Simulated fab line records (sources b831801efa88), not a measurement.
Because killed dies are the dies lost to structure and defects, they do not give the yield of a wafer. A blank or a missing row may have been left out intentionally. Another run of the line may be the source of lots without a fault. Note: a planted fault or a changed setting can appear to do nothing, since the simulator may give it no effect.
What tool caused it? / flow sky130 / 13 lots, 39 wafers sampled, at 6 steps of a route of 708

WHAT EACH GAUGE READ, for each wafer
SKY_FIELD_ISO_THK_MEAS_25.
lot=L784; measured=day 2 10:52; on=film_metro-01; FIELD_ISO_CVD_24_THK (nm)=599 593 593
lot=L785; measured=day 2 13:27; on=film_metro-02; FIELD_ISO_CVD_24_THK (nm)=588 603 596
lot=L788; measured=day 3 05:01; on=film_metro-04; FIELD_ISO_CVD_24_THK (nm)=589 601 601
lot=L789; measured=day 3 11:09; on=film_metro-02; FIELD_ISO_CVD_24_THK (nm)=593 606 597
lot=L793; measured=day 4 07:01; on=film_metro-01; FIELD_ISO_CVD_24_THK (nm)=590 602 587
lot=L795; measured=day 4 17:16; on=film_metro-01; FIELD_ISO_CVD_24_THK (nm)=585 591 585
lot=L796; measured=day 4 22:40; on=film_metro-02; FIELD_ISO_CVD_24_THK (nm)=583 594 592
lot=L797; measured=day 5 04:07; on=film_metro-02; FIELD_ISO_CVD_24_THK (nm)=585 586 588
lot=L798; measured=day 5 07:55; on=film_metro-01; FIELD_ISO_CVD_24_THK (nm)=602 593 588
lot=L802; measured=day 6 04:22; on=film_metro-01; FIELD_ISO_CVD_24_THK (nm)=594 594 601
lot=L804; measured=day 6 16:27; on=film_metro-04; FIELD_ISO_CVD_24_THK (nm)=608 606 604
lot=L805; measured=day 6 20:39; on=film_metro-01; FIELD_ISO_CVD_24_THK (nm)=600 599 605
lot=L806; measured=day 7 03:31; on=film_metro-01; FIELD_ISO_CVD_24_THK (nm)=596 588 592

SKY_NWELL_TW_MEAS_26.
lot=L784; measured=day 5 18:32; on=film_metro-03; NWELL_2_TW=496 497 498
lot=L785; measured=day 5 18:38; on=film_metro-01; NWELL_2_TW=492 493 492
lot=L788; measured=day 6 10:32; on=film_metro-04; NWELL_2_TW=498 500 500
lot=L789; measured=day 6 14:50; on=film_metro-04; NWELL_2_TW=499 501 499
lot=L793; measured=day 7 16:21; on=film_metro-01; NWELL_2_TW=495 490 493
lot=L795; measured=day 8 04:13; on=film_metro-03; NWELL_2_TW=493 494 496
lot=L796; measured=day 8 11:14; on=film_metro-01; NWELL_2_TW=507 509 509
lot=L797; measured=day 8 15:00; on=film_metro-03; NWELL_2_TW=507 506 506
lot=L798; measured=day 8 21:35; on=film_metro-04; NWELL_2_TW=514 515 514
lot=L802; measured=day 9 20:29; on=film_metro-03; NWELL_2_TW=495 493 492
lot=L804; measured=day 10 09:59; on=film_metro-01; NWELL_2_TW=495 496 496
lot=L805; measured=day 10 20:47; on=film_metro-03; NWELL_2_TW=494 493 494
lot=L806; measured=day 11 00:17; on=film_metro-03; NWELL_2_TW=495 496 495

SKY_VT_ADJUST_LVTN_OVL_MEAS_07.
lot=L784; measured=day 7 08:13; on=overlay-02; VT_ADJUST_LVTN_OVL (nm)=-0.2 1.6 -0.9
lot=L785; measured=day 7 10:00; on=overlay-01; VT_ADJUST_LVTN_OVL (nm)=0.7 0.3 0.7
lot=L788; measured=day 8 02:14; on=overlay-02; VT_ADJUST_LVTN_OVL (nm)=-0.8 0.9 0.1
lot=L789; measured=day 8 07:23; on=overlay-01; VT_ADJUST_LVTN_OVL (nm)=3.2 2.4 0.4
lot=L793; measured=day 9 11:35; on=overlay-02; VT_ADJUST_LVTN_OVL (nm)=-1.9 -1.9 -0.2
lot=L795; measured=day 9 23:46; on=overlay-01; VT_ADJUST_LVTN_OVL (nm)=-0.6 -0.6 1.4
lot=L796; measured=day 10 06:48; on=overlay-01; VT_ADJUST_LVTN_OVL (nm)=-2.1 -1.1 -2.3
lot=L797; measured=day 10 12:08; on=overlay-02; VT_ADJUST_LVTN_OVL (nm)=-1.7 -2.4 -1.5
lot=L798; measured=day 10 17:47; on=overlay-01; VT_ADJUST_LVTN_OVL (nm)=0.4 2.2 0.4
lot=L802; measured=day 11 19:29; on=overlay-01; VT_ADJUST_LVTN_OVL (nm)=-2.7 -2.0 -1.5
lot=L804; measured=day 12 09:50; on=overlay-02; VT_ADJUST_LVTN_OVL (nm)=-2.9 -0.3 -2.1
lot=L805; measured=day 12 21:26; on=overlay-02; VT_ADJUST_LVTN_OVL (nm)=-0.4 -1.4 -1.6
lot=L806; measured=day 13 01:07; on=overlay-01; VT_ADJUST_LVTN_OVL (nm)=-1.9 -0.8 -0.4

SKY_VT_ADJUST_LVTN_TW_MEAS_10.
lot=L784; measured=day 7 08:30; on=film_metro-02; VT_ADJUST_LVTN_TW=239.3 239.6 238.9
lot=L785; measured=day 7 10:17; on=film_metro-04; VT_ADJUST_LVTN_TW=241.8 241.2 242.7
lot=L788; measured=day 8 02:32; on=film_metro-02; VT_ADJUST_LVTN_TW=236.1 237.4 238.8
lot=L789; measured=day 8 07:40; on=film_metro-03; VT_ADJUST_LVTN_TW=239.7 240.5 240.8
lot=L793; measured=day 9 11:52; on=film_metro-03; VT_ADJUST_LVTN_TW=240.7 241.8 241.6
lot=L795; measured=day 10 00:04; on=film_metro-04; VT_ADJUST_LVTN_TW=245.5 245.4 245.3
lot=L796; measured=day 10 07:05; on=film_metro-03; VT_ADJUST_LVTN_TW=239.5 240.3 239.5
lot=L797; measured=day 10 12:26; on=film_metro-03; VT_ADJUST_LVTN_TW=239.8 240.4 240.8
lot=L798; measured=day 10 18:05; on=film_metro-03; VT_ADJUST_LVTN_TW=240.7 240.0 241.5
lot=L802; measured=day 11 19:47; on=film_metro-04; VT_ADJUST_LVTN_TW=242.7 243.6 243.7
lot=L804; measured=day 12 10:07; on=film_metro-02; VT_ADJUST_LVTN_TW=242.3 240.7 241.2
lot=L805; measured=day 12 21:43; on=film_metro-03; VT_ADJUST_LVTN_TW=239.2 239.4 241.1
lot=L806; measured=day 13 01:25; on=film_metro-03; VT_ADJUST_LVTN_TW=241.7 242.0 240.7

EACH LOT AND THE TOOL THAT RAN IT (in order: tool; ch and the chambers of the sampled wafers; start)
lot=L784; SKY_PWDE_COAT_02=litho_track-01 ch 0, day 3 21:26; SKY_PWDE_STRIP_09=plasma_asher-02 ch 0,1, day 4 06:52
lot=L785; SKY_PWDE_COAT_02=litho_track-01 ch 0, day 3 22:27; SKY_PWDE_STRIP_09=plasma_asher-02 ch 1, day 4 07:38
lot=L788; SKY_PWDE_COAT_02=litho_track-02 ch 0, day 4 11:55; SKY_PWDE_STRIP_09=plasma_asher-01 ch 0,1, day 4 21:14
lot=L789; SKY_PWDE_COAT_02=litho_track-04 ch 0, day 4 15:59; SKY_PWDE_STRIP_09=plasma_asher-01 ch 0,1, day 5 01:08
lot=L793; SKY_PWDE_COAT_02=litho_track-04 ch 0, day 5 15:26; SKY_PWDE_STRIP_09=plasma_asher-01 ch 0,1, day 6 00:56
lot=L795; SKY_PWDE_COAT_02=litho_track-01 ch 0, day 6 02:00; SKY_PWDE_STRIP_09=plasma_asher-02 ch 1, day 6 12:01
lot=L796; SKY_PWDE_COAT_02=litho_track-01 ch 0, day 6 08:03; SKY_PWDE_STRIP_09=plasma_asher-02 ch 0,1, day 6 18:14
lot=L797; SKY_PWDE_COAT_02=litho_track-01 ch 0, day 6 12:11; SKY_PWDE_STRIP_09=plasma_asher-01 ch 0,1, day 6 22:16
lot=L798; SKY_PWDE_COAT_02=litho_track-01 ch 0, day 6 17:59; SKY_PWDE_STRIP_09=plasma_asher-01 ch 0,1, day 7 04:07
lot=L802; SKY_PWDE_COAT_02=litho_track-02 ch 0, day 7 14:29; SKY_PWDE_STRIP_09=plasma_asher-01 ch 0,1, day 8 00:44
lot=L804; SKY_PWDE_COAT_02=litho_track-02 ch 0, day 8 02:10; SKY_PWDE_STRIP_09=plasma_asher-02 ch 0, day 8 13:32
lot=L805; SKY_PWDE_COAT_02=litho_track-02 ch 0, day 8 12:29; SKY_PWDE_STRIP_09=plasma_asher-01 ch 0,1, day 8 23:08
lot=L806; SKY_PWDE_COAT_02=litho_track-02 ch 0, day 8 15:40; SKY_PWDE_STRIP_09=plasma_asher-02 ch 0,1, day 9 02:29
- SKY_PWDE_COAT_02: resist thk 3000 nm.
- SKY_PWDE_STRIP_09: strips in O2/N2.

WHAT THE TOOLS THEMSELVES READ (means of the sampled wafers that have a number; where no wafer has one, the mark that the record gives instead)
SKY_PWDE_STRIP_09.
lot=L784; tool=plasma_asher-02; drypump_motor_current_A (A)=5.44; oes_product_au (a.u.)=0.720; strip_time_to_endpoint_s (s)=37.00
lot=L785; tool=plasma_asher-02; drypump_motor_current_A (A)=5.90; oes_product_au (a.u.)=0.723; strip_time_to_endpoint_s (s)=36.91
lot=L788; tool=plasma_asher-01; drypump_motor_current_A (A)=5.38; oes_product_au (a.u.)=0.722; strip_time_to_endpoint_s (s)=37.02
lot=L789; tool=plasma_asher-01; drypump_motor_current_A (A)=5.38; oes_product_au (a.u.)=0.722; strip_time_to_endpoint_s (s)=36.89
lot=L793; tool=plasma_asher-01; drypump_motor_current_A (A)=5.39; oes_product_au (a.u.)=0.720; strip_time_to_endpoint_s (s)=36.75
lot=L795; tool=plasma_asher-02; drypump_motor_current_A (A)=5.89; oes_product_au (a.u.)=0.722; strip_time_to_endpoint_s (s)=36.91
lot=L796; tool=plasma_asher-02; drypump_motor_current_A (A)=5.43; oes_product_au (a.u.)=0.581; strip_time_to_endpoint_s (s)=8.41
lot=L797; tool=plasma_asher-01; drypump_motor_current_A (A)=5.36; oes_product_au (a.u.)=0.585; strip_time_to_endpoint_s (s)=8.44
lot=L798; tool=plasma_asher-01; drypump_motor_current_A (A)=5.34; oes_product_au (a.u.)=0.582; strip_time_to_endpoint_s (s)=8.45
lot=L802; tool=plasma_asher-01; drypump_motor_current_A (A)=5.35; oes_product_au (a.u.)=0.720; strip_time_to_endpoint_s (s)=36.85
lot=L804; tool=plasma_asher-02; drypump_motor_current_A (A)=5.20; oes_product_au (a.u.)=0.721; strip_time_to_endpoint_s (s)=36.80
lot=L805; tool=plasma_asher-01; drypump_motor_current_A (A)=5.39; oes_product_au (a.u.)=0.723; strip_time_to_endpoint_s (s)=36.72
lot=L806; tool=plasma_asher-02; drypump_motor_current_A (A)=5.65; oes_product_au (a.u.)=0.725; strip_time_to_endpoint_s (s)=36.71

THE ANSWER, worked out from the rows above alone
Rule: usual is defined by the lots themselves. Put in order of their means at a reading, lots are off if they are a third of the lots or fewer, leave a main group of 4 or more, and stand apart from it by a gap of 3 or more times the standard deviation of the main group's means; of several such gaps the widest counts. A main group whose means are all the same, to the digits that the tables above print for the reading, isn't used. Also off: a lot with no number at a reading for which 4 or more lots have one. Any other lot the step has rows for is counted as sound. First the gauges in route order, then the tools' own readings, where a lot's mean is used as printed above. At the first step where some lot is off, the reading lying furthest off is the one used; lots without a number count as furthest.
Off, at SKY_PWDE_STRIP_09 on strip_time_to_endpoint_s: L796, L797, L798. For the main group the mean is 36.86 s and the standard deviation 0.1.
If a tool, at that step or one of the process steps before it, ran each lot that is off and ran no sound lot following the first of them, it fits. One candidate fits, namely litho_track-01 at SKY_PWDE_COAT_02. A fault onset in the window from L795 (day 6 02:00, its last sound lot) to L796 (day 6 08:03, its first lot off) fits.

WHAT WAS PUT IN BY THE SIMULATOR
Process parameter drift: litho_track-01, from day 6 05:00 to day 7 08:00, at SKY_PWDE_COAT_02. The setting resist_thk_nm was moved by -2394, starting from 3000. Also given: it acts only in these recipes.
Shown lots that were struck: L796, L797, L798. The rule above found the same.
